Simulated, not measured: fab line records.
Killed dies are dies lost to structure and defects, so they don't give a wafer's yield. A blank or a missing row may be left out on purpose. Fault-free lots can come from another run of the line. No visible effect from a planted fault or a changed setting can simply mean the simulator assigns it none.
Which tool is to blame? || flow gf180mcu || 13 lots with 39 wafers sampled at 4 steps, on a route of 602 steps

== WHAT EACH GAUGE READ, for each wafer ==
GF_MIM_THK_MEAS_11: measures by xrf.
{"lot": "L179", "measured": "day 24 15:21", "on": "film_metro-04", "MIM_ALCU_THK (nm)": "196.2 194.5 192.3"}
{"lot": "L180", "measured": "day 25 00:46", "on": "film_metro-03", "MIM_ALCU_THK (nm)": "197.6 197.9 198.3"}
{"lot": "L181", "measured": "day 25 09:19", "on": "film_metro-04", "MIM_ALCU_THK (nm)": "198.1 196.7 200.5"}
{"lot": "L182", "measured": "day 25 13:20", "on": "film_metro-04", "MIM_ALCU_THK (nm)": "199.0 198.8 198.4"}
{"lot": "L183", "measured": "day 25 19:49", "on": "film_metro-03", "MIM_ALCU_THK (nm)": "203.6 200.0 201.9"}
{"lot": "L185", "measured": "day 26 09:17", "on": "film_metro-04", "MIM_ALCU_THK (nm)": "195.2 193.6 194.2"}
{"lot": "L191", "measured": "day 28 08:17", "on": "film_metro-04", "MIM_ALCU_THK (nm)": "199.0 196.9 197.8"}
{"lot": "L193", "measured": "day 28 23:15", "on": "film_metro-03", "MIM_ALCU_THK (nm)": "196.7 195.2 195.2"}
{"lot": "L195", "measured": "day 29 16:10", "on": "film_metro-04", "MIM_ALCU_THK (nm)": "197.3 197.6 195.1"}
{"lot": "L197", "measured": "day 30 00:34", "on": "film_metro-03", "MIM_ALCU_THK (nm)": "198.8 195.9 195.8"}
{"lot": "L199", "measured": "day 30 16:11", "on": "film_metro-02", "MIM_ALCU_THK (nm)": "194.7 196.0 194.4"}
{"lot": "L201", "measured": "day 31 01:10", "on": "film_metro-02", "MIM_ALCU_THK (nm)": "197.6 195.7 196.6"}
{"lot": "L202", "measured": "day 31 08:44", "on": "film_metro-04", "MIM_ALCU_THK (nm)": "195.2 197.1 195.3"}

GF_M5_CD_MEAS_07: target cd 280 nm.
{"lot": "L179", "measured": "day 26 10:18", "on": "cd_sem-02", "cd_nm (nm)": "278.7 278.6 278.0"}
{"lot": "L180", "measured": "day 26 18:30", "on": "cd_sem-01", "cd_nm (nm)": "281.1 280.2 281.8"}
{"lot": "L181", "measured": "day 27 04:14", "on": "cd_sem-02", "cd_nm (nm)": "279.3 280.3 278.7"}
{"lot": "L182", "measured": "day 27 07:03", "on": "cd_sem-01", "cd_nm (nm)": "279.3 279.6 279.1"}
{"lot": "L183", "measured": "day 27 13:11", "on": "cd_sem-01", "cd_nm (nm)": "279.7 280.0 280.4"}
{"lot": "L185", "measured": "day 28 02:29", "on": "cd_sem-02", "cd_nm (nm)": "278.5 279.2 279.6"}
{"lot": "L191", "measured": "day 29 23:30", "on": "cd_sem-01", "cd_nm (nm)": "301.4 300.9 302.5"}
{"lot": "L193", "measured": "day 30 13:23", "on": "cd_sem-01", "cd_nm (nm)": "297.4 296.6 297.7"}
{"lot": "L195", "measured": "day 31 04:44", "on": "cd_sem-01", "cd_nm (nm)": "305.4 307.1 306.7"}
{"lot": "L197", "measured": "day 31 12:49", "on": "cd_sem-01", "cd_nm (nm)": "278.2 278.9 277.8"}
{"lot": "L199", "measured": "day 32 02:53", "on": "cd_sem-02", "cd_nm (nm)": "280.1 279.5 278.9"}
{"lot": "L201", "measured": "day 32 11:17", "on": "cd_sem-02", "cd_nm (nm)": "278.3 278.5 277.6"}
{"lot": "L202", "measured": "day 32 18:14", "on": "cd_sem-01", "cd_nm (nm)": "279.7 280.6 280.2"}

== EACH LOT AND THE TOOL THAT RAN IT (in order: tool; ch and the chambers of the sampled wafers; start) ==
{"lot": "L179", "GF_V4_CVD_23": "cvd_w-01 ch 0,1, day 24 14:12", "GF_M5_PEB_05": "litho_track-04 ch 0, day 26 09:58"}
{"lot": "L180", "GF_V4_CVD_23": "cvd_w-01 ch 0,1, day 24 23:37", "GF_M5_PEB_05": "litho_track-04 ch 0, day 26 18:10"}
{"lot": "L181", "GF_V4_CVD_23": "cvd_w-02 ch 0,1, day 25 08:12", "GF_M5_PEB_05": "litho_track-04 ch 0, day 27 03:53"}
{"lot": "L182", "GF_V4_CVD_23": "cvd_w-02 ch 0,1, day 25 12:12", "GF_M5_PEB_05": "litho_track-04 ch 0, day 27 06:43"}
{"lot": "L183", "GF_V4_CVD_23": "cvd_w-02 ch 0,1, day 25 18:42", "GF_M5_PEB_05": "litho_track-04 ch 0, day 27 12:53"}
{"lot": "L185", "GF_V4_CVD_23": "cvd_w-01 ch 1, day 26 08:10", "GF_M5_PEB_05": "litho_track-01 ch 0, day 28 02:08"}
{"lot": "L191", "GF_V4_CVD_23": "cvd_w-02 ch 0,1, day 28 07:09", "GF_M5_PEB_05": "litho_track-04 ch 0, day 29 23:10"}
{"lot": "L193", "GF_V4_CVD_23": "cvd_w-01 ch 0,1, day 28 22:07", "GF_M5_PEB_05": "litho_track-04 ch 0, day 30 13:02"}
{"lot": "L195", "GF_V4_CVD_23": "cvd_w-02 ch 0,1, day 29 15:02", "GF_M5_PEB_05": "litho_track-04 ch 0, day 31 04:23"}
{"lot": "L197", "GF_V4_CVD_23": "cvd_w-01 ch 1, day 29 23:26", "GF_M5_PEB_05": "litho_track-03 ch 0, day 31 12:28"}
{"lot": "L199", "GF_V4_CVD_23": "cvd_w-01 ch 0,1, day 30 15:04", "GF_M5_PEB_05": "litho_track-03 ch 0, day 32 02:32"}
{"lot": "L201", "GF_V4_CVD_23": "cvd_w-01 ch 0,1, day 30 23:42", "GF_M5_PEB_05": "litho_track-01 ch 0, day 32 10:56"}
{"lot": "L202", "GF_V4_CVD_23": "cvd_w-01 ch 0,1, day 31 07:37", "GF_M5_PEB_05": "litho_track-01 ch 0, day 32 17:53"}
- GF_V4_CVD_23: deposits W, target thk 350 nm, time 104.9 s.
- GF_M5_PEB_05: peb time 90 s.

== WHAT THE TOOLS THEMSELVES READ (means of the sampled wafers that have a number; where no wafer has one, the mark that the record gives instead) ==
GF_V4_CVD_23.
{"lot": "L179", "tool": "cvd_w-01", "chamber_pressure_Torr (Torr)": 39.91, "heater_power_w (W)": 697}
{"lot": "L180", "tool": "cvd_w-01", "chamber_pressure_Torr (Torr)": 39.98, "heater_power_w (W)": 704}
{"lot": "L181", "tool": "cvd_w-02", "chamber_pressure_Torr (Torr)": 40.02, "heater_power_w (W)": 822}
{"lot": "L182", "tool": "cvd_w-02", "chamber_pressure_Torr (Torr)": 40.09, "heater_power_w (W)": 817}
{"lot": "L183", "tool": "cvd_w-02", "chamber_pressure_Torr (Torr)": 39.95, "heater_power_w (W)": 804}
{"lot": "L185", "tool": "cvd_w-01", "chamber_pressure_Torr (Torr)": 39.99, "heater_power_w (W)": 721}
{"lot": "L191", "tool": "cvd_w-02", "chamber_pressure_Torr (Torr)": 40.02, "heater_power_w (W)": 812}
{"lot": "L193", "tool": "cvd_w-01", "chamber_pressure_Torr (Torr)": 39.97, "heater_power_w (W)": 697}
{"lot": "L195", "tool": "cvd_w-02", "chamber_pressure_Torr (Torr)": 40.13, "heater_power_w (W)": 826}
{"lot": "L197", "tool": "cvd_w-01", "chamber_pressure_Torr (Torr)": 40.04, "heater_power_w (W)": 731}
{"lot": "L199", "tool": "cvd_w-01", "chamber_pressure_Torr (Torr)": 40.07, "heater_power_w (W)": 702}
{"lot": "L201", "tool": "cvd_w-01", "chamber_pressure_Torr (Torr)": 40.02, "heater_power_w (W)": 719}
{"lot": "L202", "tool": "cvd_w-01", "chamber_pressure_Torr (Torr)": 39.94, "heater_power_w (W)": 712}

GF_M5_PEB_05.
{"lot": "L179", "tool": "litho_track-04", "heater_power_total_W (W)": 85.69, "plate_temp_C (C)": 135.01}
{"lot": "L180", "tool": "litho_track-04", "heater_power_total_W (W)": 85.75, "plate_temp_C (C)": 135.13}
{"lot": "L181", "tool": "litho_track-04", "heater_power_total_W (W)": 85.72, "plate_temp_C (C)": 134.74}
{"lot": "L182", "tool": "litho_track-04", "heater_power_total_W (W)": 85.82, "plate_temp_C (C)": 134.95}
{"lot": "L183", "tool": "litho_track-04", "heater_power_total_W (W)": 85.66, "plate_temp_C (C)": 135.02}
{"lot": "L185", "tool": "litho_track-01", "heater_power_total_W (W)": 85.69, "plate_temp_C (C)": 135.04}
{"lot": "L191", "tool": "litho_track-04", "heater_power_total_W (W)": 80.40, "plate_temp_C (C)": 128.65}
{"lot": "L193", "tool": "litho_track-04", "heater_power_total_W (W)": 80.44, "plate_temp_C (C)": 128.46}
{"lot": "L195", "tool": "litho_track-04", "heater_power_total_W (W)": 80.44, "plate_temp_C (C)": 128.66}
{"lot": "L197", "tool": "litho_track-03", "heater_power_total_W (W)": 85.71, "plate_temp_C (C)": 135.07}
{"lot": "L199", "tool": "litho_track-03", "heater_power_total_W (W)": 85.77, "plate_temp_C (C)": 134.94}
{"lot": "L201", "tool": "litho_track-01", "heater_power_total_W (W)": 85.64, "plate_temp_C (C)": 135.03}
{"lot": "L202", "tool": "litho_track-01", "heater_power_total_W (W)": 85.77, "plate_temp_C (C)": 135.12}

== THE ANSWER, worked out from the rows above alone ==
Rule: the usual values come from the lots themselves. Put in order of their means at a reading, lots are off if they are a third of the lots or fewer, leave a main group of 4 or more, and stand apart from it by a gap of 3 or more times the standard deviation of the main group's means; of several such gaps the widest counts. The tables above print the reading to a certain number of digits; a main group whose means all agree to those digits is not used. A lot without any number at a reading at which 4 lots or more have one is off too. The other lots that the step has rows for count as sound. First the gauges in route order, then the tools' own readings, where a lot's mean is used as printed above. The first step at which some lot is off is used, and at that step the reading that is off furthest; a lot without a number counts as furthest.
Off: L191, L193, L195 (GF_M5_CD_MEAS_07, cd_nm). Main group: mean 279.3 nm, sd 0.87.
If a tool, at a process step before that reading, ran all the lots that are off and no sound lot after the first of them, it fits. The gauges at GF_M5_CD_MEAS_07 aren't tried: what is off there is off at GF_M5_PEB_05 too, on other tools, and a gauge's error can't cause that. One candidate fits, namely litho_track-04 at GF_M5_PEB_05. A fault onset in the window from L183 (day 27 12:53, its last sound lot) to L191 (day 29 23:10, its first lot off) fits.
The tool's own readings at GF_M5_PEB_05 bear it out: on the lots that are off they differ by more than 5 times the standard deviation of the sound lots' means. heater_power_total_W reads 80.43 W there against 85.72 W on the sound lots; plate_temp_C reads 128.59 C there against 135.00 C on the sound lots.

== WHAT HAD BEEN PUT IN BY THE SIMULATOR ==
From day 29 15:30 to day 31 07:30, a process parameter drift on litho_track-04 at GF_M5_PEB_05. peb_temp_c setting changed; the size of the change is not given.
Lots struck among those shown: L191, L193, L195. The same result came from the rule above.
